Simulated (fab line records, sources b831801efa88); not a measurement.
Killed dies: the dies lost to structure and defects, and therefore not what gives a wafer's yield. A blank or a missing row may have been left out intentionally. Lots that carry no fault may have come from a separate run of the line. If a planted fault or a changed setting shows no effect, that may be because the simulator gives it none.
What tool caused it?	flow sfqLine	20 wafers from 7 lots sampled at 2 of the route's 325 steps

## WHAT THE GAUGES SHOWED, per wafer
SFQ_M0_RS_MEAS_904: a four-point-probe measurement.
lot	measured	on	M0_NB_RS (ohm/sq)
L760	day 5 00:13	filmMetro-02	0.882 0.882 0.885
L763	day 8 23:35	filmMetro-04	0.873 0.885 0.895
L770	day 11 01:53	filmMetro-03	0.636 0.887 0.888
L773	day 12 04:50	filmMetro-03	0.625 0.628
L776	day 13 01:26	filmMetro-03	0.902 0.896 0.900
L779	day 13 20:22	filmMetro-03	0.893 0.879 0.878
L781	day 14 08:22	filmMetro-03	0.881 0.865 0.876

## WHAT TOOL EACH LOT RAN ON (gives the tool, then ch and the chambers of the sampled wafers, and finally the start)
lot	SFQ_TRILAYER_M0_DEP_SPUTTER_019
L760	pvdSputter-03, day 5 00:05
L763	pvdSputter-06, day 8 23:28
L770	pvdSputter-03, day 11 01:48
L773	pvdSputter-03, day 12 04:45
L776	pvdSputter-04, day 13 01:21
L779	pvdSputter-06, day 13 20:16
L781	pvdSputter-06, day 14 08:16
- SFQ_TRILAYER_M0_DEP_SPUTTER_019: material Nb, target thk 200 nm, time 133.3 s.

## THE ANSWER, worked out from the rows above alone
Rule: what is usual is taken from the lots themselves. Put in order of their means at a reading, lots are off if they are a third of the lots or fewer, leave a main group of 4 or more, and stand apart from it by a gap of 3 or more times the standard deviation of the main group's means; of several such gaps the widest counts. If all means in a main group match to the digits the tables above print for the reading, that group is not used. Also off: a lot with no number at a reading for which 4 or more lots have one. Any other lot the step has rows for is counted as sound.
Off: L770, L773, at SFQ_M0_RS_MEAS_904 (M0_NB_RS). Mean 0.885 ohm/sq and standard deviation 0.0082 in the main group.
If a tool, at a process step before that reading, ran all the lots that are off and no sound lot after the first of them, it fits. Those tools and the gauges at SFQ_M0_RS_MEAS_904 are tried in the same way. One candidate fits, namely pvdSputter-03 at SFQ_TRILAYER_M0_DEP_SPUTTER_019. A fault onset in the window from L760 (day 5 00:05, its last sound lot) to L770 (day 11 01:48, its first lot off) fits.

## WHAT HAD BEEN PUT IN BY THE SIMULATOR
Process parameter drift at SFQ_TRILAYER_M0_DEP_SPUTTER_019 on pvdSputter-03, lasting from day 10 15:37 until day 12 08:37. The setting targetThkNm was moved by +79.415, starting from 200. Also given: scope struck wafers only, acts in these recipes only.
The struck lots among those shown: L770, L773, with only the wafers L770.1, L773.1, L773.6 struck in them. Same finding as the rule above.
